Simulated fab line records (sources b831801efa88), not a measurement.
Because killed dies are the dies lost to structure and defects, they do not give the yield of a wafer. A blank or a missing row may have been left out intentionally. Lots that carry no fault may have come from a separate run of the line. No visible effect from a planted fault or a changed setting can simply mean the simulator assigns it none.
Which tool did it? + flow sky130 + Sampling: 13 lots, 39 wafers, 6 of 708 route steps

## WHAT THE GAUGES READ, wafer by wafer
SKY_POLY_GATE_CD_MEAS_22. Usual: cd-nm 149.4 nm, standard deviation 2.2.
| lot  | measured     | on        | cd-nm (nm)        | flag |
|------|--------------|-----------|-------------------|------|
| L242 | day 16 17:59 | cd-sem-01 | 147.5 147.1 151.2 |      |
| L243 | day 16 23:43 | cd-sem-02 | 152.0 149.7 150.7 |      |
| L244 | day 17 14:32 | cd-sem-01 | 146.4 145.4 147.7 |      |
| L245 | day 18 10:00 | cd-sem-02 | 148.3 150.9 152.1 |      |
| L246 | day 18 16:43 | cd-sem-01 | 152.5 149.3 150.9 |      |
| L249 | day 19 16:54 | cd-sem-02 | 148.3 146.5 150.5 |      |
| L250 | day 19 22:36 | cd-sem-02 | 149.2 150.7 148.6 |      |
| L251 | day 20 10:15 | cd-sem-02 | 150.1 150.2 150.9 |      |
| L252 | day 21 01:33 | cd-sem-02 | 149.2 149.4 147.5 |      |
| L253 | day 21 07:36 | cd-sem-01 | 150.7 151.7 148.7 |      |
| L254 | day 21 13:04 | cd-sem-01 | 148.0 147.7 151.5 |      |
| L258 | day 23 06:58 | cd-sem-01 | 149.4 150.1 151.9 |      |
| L265 | day 25 20:09 | cd-sem-01 | 144.5 146.8 147.9 |      |

SKY_LDD_HVN_TW_MEAS_10. Usual: LDD_HVN_TW typically reads 1442, with standard deviation 7.
| lot  | measured     | on            | LDD_HVN_TW     | flag |
|------|--------------|---------------|----------------|------|
| L242 | day 20 19:29 | film-metro-04 | 1452 1444 1442 |      |
| L243 | day 21 01:59 | film-metro-01 | 1433 1438 1445 |      |
| L244 | day 21 16:37 | film-metro-01 | 1430 1434 1446 |      |
| L245 | day 22 11:33 | film-metro-04 | 1437 1432 1437 |      |
| L246 | day 22 20:52 | film-metro-02 | 1442 1438 1440 |      |
| L249 | day 23 19:41 | film-metro-04 | 1444 1452 1453 |      |
| L250 | day 24 02:53 | film-metro-01 | 1446 1445 1455 |      |
| L251 | day 24 12:38 | film-metro-01 | 1450 1447 1444 |      |
| L252 | day 25 04:05 | film-metro-04 | 1435 1441 1440 |      |
| L253 | day 25 11:29 | film-metro-01 | 1444 1440 1440 |      |
| L254 | day 25 16:35 | film-metro-04 | 1432 1435 1442 |      |
| L258 | day 27 06:47 | film-metro-04 | 767 765 761    | OFF  |
| L265 | day 29 12:56 | film-metro-02 | 1446 1443 1448 |      |

## EACH LOT AND THE TOOL THAT RAN IT (in order: tool; ch and the chambers of the sampled wafers; start)
| lot  | SKY_POLY_GATE_ETCH_15              | SKY_LDD_N_STRIP_16                   | SKY_LDD_P_STRIP_10                   | SKY_LDD_HVN_STRIP_09                 |
|------|------------------------------------|--------------------------------------|--------------------------------------|--------------------------------------|
| L242 | rie-diel-03 ch 0,1,3, day 16 16:00 | plasma-asher-02 ch 1, day 18 01:38   | plasma-asher-04 ch 0,1, day 19 10:16 | plasma-asher-01 ch 0,1, day 20 19:23 |
| L243 | rie-diel-03 ch 0,2,3, day 16 21:27 | plasma-asher-04 ch 0,1, day 18 08:05 | plasma-asher-04 ch 0,1, day 19 17:00 | plasma-asher-02 ch 0,1, day 21 01:53 |
| L244 | rie-diel-02 ch 0,2,3, day 17 12:46 | plasma-asher-01 ch 0,1, day 18 22:25 | plasma-asher-03 ch 0,1, day 20 07:41 | plasma-asher-03 ch 0,1, day 21 16:31 |
| L245 | rie-diel-01 ch 1,2,3, day 18 06:42 | plasma-asher-02 ch 0,1, day 19 19:31 | plasma-asher-04 ch 0,1, day 21 03:44 | plasma-asher-02 ch 0,1, day 22 11:28 |
| L246 | rie-diel-03 ch 0,1, day 18 14:19   | plasma-asher-04 ch 0,1, day 20 02:52 | plasma-asher-03 ch 0,1, day 21 11:56 | plasma-asher-03 ch 0,1, day 22 20:46 |
| L249 | rie-diel-03 ch 0,2,3, day 19 15:12 | plasma-asher-04 ch 0,1, day 21 02:38 | plasma-asher-01 ch 0,1, day 22 11:06 | plasma-asher-02 ch 0,1, day 23 19:35 |
| L250 | rie-diel-02 ch 0,1,3, day 19 20:37 | plasma-asher-02 ch 0,1, day 21 09:08 | plasma-asher-04 ch 0,1, day 22 17:51 | plasma-asher-02 ch 0,1, day 24 02:47 |
| L251 | rie-diel-02 ch 1,2, day 20 08:30   | plasma-asher-02 ch 0,1, day 21 19:56 | plasma-asher-03 ch 0,1, day 23 04:00 | plasma-asher-02 ch 0,1, day 24 12:32 |
| L252 | rie-diel-02 ch 2,3, day 20 23:48   | plasma-asher-04 ch 1, day 22 11:08   | plasma-asher-04 ch 0, day 23 19:39   | plasma-asher-03 ch 0, day 25 03:59   |
| L253 | rie-diel-01 ch 0,1,3, day 21 05:55 | plasma-asher-04 ch 0,1, day 22 17:29 | plasma-asher-03 ch 0,1, day 24 02:33 | plasma-asher-02 ch 0,1, day 25 11:23 |
| L254 | rie-diel-02 ch 1,2, day 21 11:15   | plasma-asher-02 ch 0,1, day 22 22:44 | plasma-asher-04 ch 0,1, day 24 07:30 | plasma-asher-01 ch 0,1, day 25 16:29 |
| L258 | rie-diel-03 ch 0,1, day 23 05:15   | plasma-asher-02 ch 0,1, day 24 16:53 | plasma-asher-04 ch 0,1, day 26 01:15 | plasma-asher-01 ch 0,1, day 27 06:41 |
| L265 | rie-diel-02 ch 0,2,3, day 25 18:21 | plasma-asher-01 ch 0,1, day 27 03:38 | plasma-asher-04 ch 0,1, day 28 08:15 | plasma-asher-03 ch 0, day 29 12:50   |
- SKY_POLY_GATE_ETCH_15: etches BARC in N2/H2, stops on SiO2, time 118.5 s, target depth 110 nm.
- SKY_LDD_N_STRIP_16: strips in O2/N2.
- SKY_LDD_P_STRIP_10: strips in O2/N2.
- SKY_LDD_HVN_STRIP_09: strips in O2/N2.

## WHAT THE TOOLS THEMSELVES READ (means of the sampled wafers that have a number; where no wafer has one, the mark that the record gives instead)
SKY_POLY_GATE_ETCH_15. Usual: drypump-motor-current-A 5.75 A, standard deviation 0.3; oes-product-au 0.716 a.u., standard deviation 0.0045; throttle-valve-pct 13.213 %, standard deviation 0.0091.
| lot  | tool        | drypump-motor-current-A (A) | oes-product-au (a.u.) | throttle-valve-pct (%) | flag |
|------|-------------|-----------------------------|-----------------------|------------------------|------|
| L242 | rie-diel-03 | 5.86                        | 0.716                 | 13.218                 |      |
| L243 | rie-diel-03 | 5.74                        | 0.719                 | 13.218                 |      |
| L244 | rie-diel-02 | 5.75                        | 0.715                 | 13.210                 |      |
| L245 | rie-diel-01 | 5.50                        | 0.719                 | 13.216                 |      |
| L246 | rie-diel-03 | 5.91                        | 0.715                 | 13.209                 |      |
| L249 | rie-diel-03 | 5.73                        | 0.717                 | 13.211                 |      |
| L250 | rie-diel-02 | 5.47                        | 0.718                 | 13.213                 |      |
| L251 | rie-diel-02 | 5.93                        | 0.719                 | 13.211                 |      |
| L252 | rie-diel-02 | 5.74                        | 0.722                 | 13.220                 |      |
| L253 | rie-diel-01 | 5.70                        | 0.716                 | 13.210                 |      |
| L254 | rie-diel-02 | 5.93                        | 0.716                 | 13.206                 |      |
| L258 | rie-diel-03 | 5.91                        | 0.713                 | 13.210                 |      |
| L265 | rie-diel-02 | 5.75                        | 0.715                 | 13.214                 |      |

SKY_LDD_N_STRIP_16. Usual: drypump-motor-current-A 5.86 A, standard deviation 0.19; oes-product-au 0.407 a.u., standard deviation 0.0043; strip-time-to-endpoint-s 4.315 s, standard deviation 0.016.
| lot  | tool            | drypump-motor-current-A (A) | oes-product-au (a.u.) | strip-time-to-endpoint-s (s) | flag |
|------|-----------------|-----------------------------|-----------------------|------------------------------|------|
| L242 | plasma-asher-02 | 6.01                        | 0.407                 | 4.317                        |      |
| L243 | plasma-asher-04 | 5.83                        | 0.406                 | 4.333                        |      |
| L244 | plasma-asher-01 | 5.97                        | 0.409                 | 4.309                        |      |
| L245 | plasma-asher-02 | 5.86                        | 0.408                 | 4.318                        |      |
| L246 | plasma-asher-04 | 5.84                        | 0.403                 | 4.326                        |      |
| L249 | plasma-asher-04 | 5.84                        | 0.405                 | 4.326                        |      |
| L250 | plasma-asher-02 | 5.71                        | 0.409                 | 4.314                        |      |
| L251 | plasma-asher-02 | 5.71                        | 0.410                 | 4.310                        |      |
| L252 | plasma-asher-04 | 5.72                        | 0.408                 | 4.321                        |      |
| L253 | plasma-asher-04 | 5.93                        | 0.407                 | 4.284                        |      |
| L254 | plasma-asher-02 | 5.71                        | 0.403                 | 4.307                        |      |
| L258 | plasma-asher-02 | 5.72                        | 0.407                 | 4.289                        |      |
| L265 | plasma-asher-01 | 5.89                        | 0.404                 | 4.327                        |      |

SKY_LDD_P_STRIP_10. Usual: drypump-motor-current-A 5.9 A, standard deviation 0.5; oes-product-au 0.716 a.u., standard deviation 0.0046; strip-time-to-endpoint-s 14.19 s, standard deviation 0.041.
| lot  | tool            | drypump-motor-current-A (A) | oes-product-au (a.u.) | strip-time-to-endpoint-s (s) | flag |
|------|-----------------|-----------------------------|-----------------------|------------------------------|------|
| L242 | plasma-asher-04 | 5.8                         | 0.718                 | 14.17                        |      |
| L243 | plasma-asher-04 | 5.8                         | 0.717                 | 14.19                        |      |
| L244 | plasma-asher-03 | 5.6                         | 0.713                 | 14.24                        |      |
| L245 | plasma-asher-04 | 6.0                         | 0.718                 | 14.24                        |      |
| L246 | plasma-asher-03 | 6.1                         | 0.716                 | 14.21                        |      |
| L249 | plasma-asher-01 | 5.9                         | 0.719                 | 14.19                        |      |
| L250 | plasma-asher-04 | 5.9                         | 0.713                 | 14.20                        |      |
| L251 | plasma-asher-03 | 5.6                         | 0.714                 | 14.24                        |      |
| L252 | plasma-asher-04 | 6.0                         | 0.716                 | 14.13                        |      |
| L253 | plasma-asher-03 | 6.1                         | 0.715                 | 14.19                        |      |
| L254 | plasma-asher-04 | 5.9                         | 0.711                 | 14.20                        |      |
| L258 | plasma-asher-04 | 5.9                         | 0.955                 | -                            | OFF  |
| L265 | plasma-asher-04 | 5.9                         | 0.719                 | 14.16                        |      |

SKY_LDD_HVN_STRIP_09. Usual: drypump-motor-current-A 5.8 A, standard deviation 0.56; oes-product-au 0.408 a.u., standard deviation 0.005; strip-time-to-endpoint-s 4.134 s, standard deviation 0.014.
| lot  | tool            | drypump-motor-current-A (A) | oes-product-au (a.u.) | strip-time-to-endpoint-s (s) | flag |
|------|-----------------|-----------------------------|-----------------------|------------------------------|------|
| L242 | plasma-asher-01 | 5.9                         | 0.410                 | 4.129                        |      |
| L243 | plasma-asher-02 | 5.8                         | 0.408                 | 4.131                        |      |
| L244 | plasma-asher-03 | 6.1                         | 0.411                 | 4.132                        |      |
| L245 | plasma-asher-02 | 5.7                         | 0.411                 | 4.133                        |      |
| L246 | plasma-asher-03 | 5.5                         | 0.408                 | 4.150                        |      |
| L249 | plasma-asher-02 | 5.7                         | 0.411                 | 4.152                        |      |
| L250 | plasma-asher-02 | 5.7                         | 0.406                 | 4.117                        |      |
| L251 | plasma-asher-02 | 5.8                         | 0.409                 | 4.148                        |      |
| L252 | plasma-asher-03 | 5.0                         | 0.409                 | 4.133                        |      |
| L253 | plasma-asher-02 | 5.7                         | 0.403                 | 4.122                        |      |
| L254 | plasma-asher-01 | 5.9                         | 0.408                 | 4.138                        |      |
| L258 | plasma-asher-01 | 5.9                         | 0.496                 | 6.225                        | OFF  |
| L265 | plasma-asher-03 | 5.0                         | 0.411                 | 4.114                        |      |

## THE ANSWER, worked out from the rows above alone
Rule: a lot counts as off when the mean over its wafers that have a number is more than 3 standard deviations away from the usual mean. A lot without any number at a reading at which 4 lots or more have one is off too. Any other lot the step has rows for is counted as sound. After the gauges, taken in route order, come the tools' own readings; for these a lot's mean is taken, as printed above. At the first step where some lot is off, the reading lying furthest off is the one used; lots without a number count as furthest.
Off: L258, seen at SKY_LDD_HVN_TW_MEAS_10 (LDD_HVN_TW).
If a tool, at a process step before that reading, ran all the lots that are off and no sound lot after the first of them, it fits. Not tried: the gauges at SKY_LDD_HVN_TW_MEAS_10; whatever is off there is also off at SKY_LDD_P_STRIP_10, on other tools, and gauge error can't account for it. Can't be told from this: 3 tools fit, rie-diel-03 at SKY_POLY_GATE_ETCH_15, plasma-asher-02 at SKY_LDD_N_STRIP_16, plasma-asher-01 at SKY_LDD_HVN_STRIP_09.

## WHAT THE SIMULATOR PUT IN
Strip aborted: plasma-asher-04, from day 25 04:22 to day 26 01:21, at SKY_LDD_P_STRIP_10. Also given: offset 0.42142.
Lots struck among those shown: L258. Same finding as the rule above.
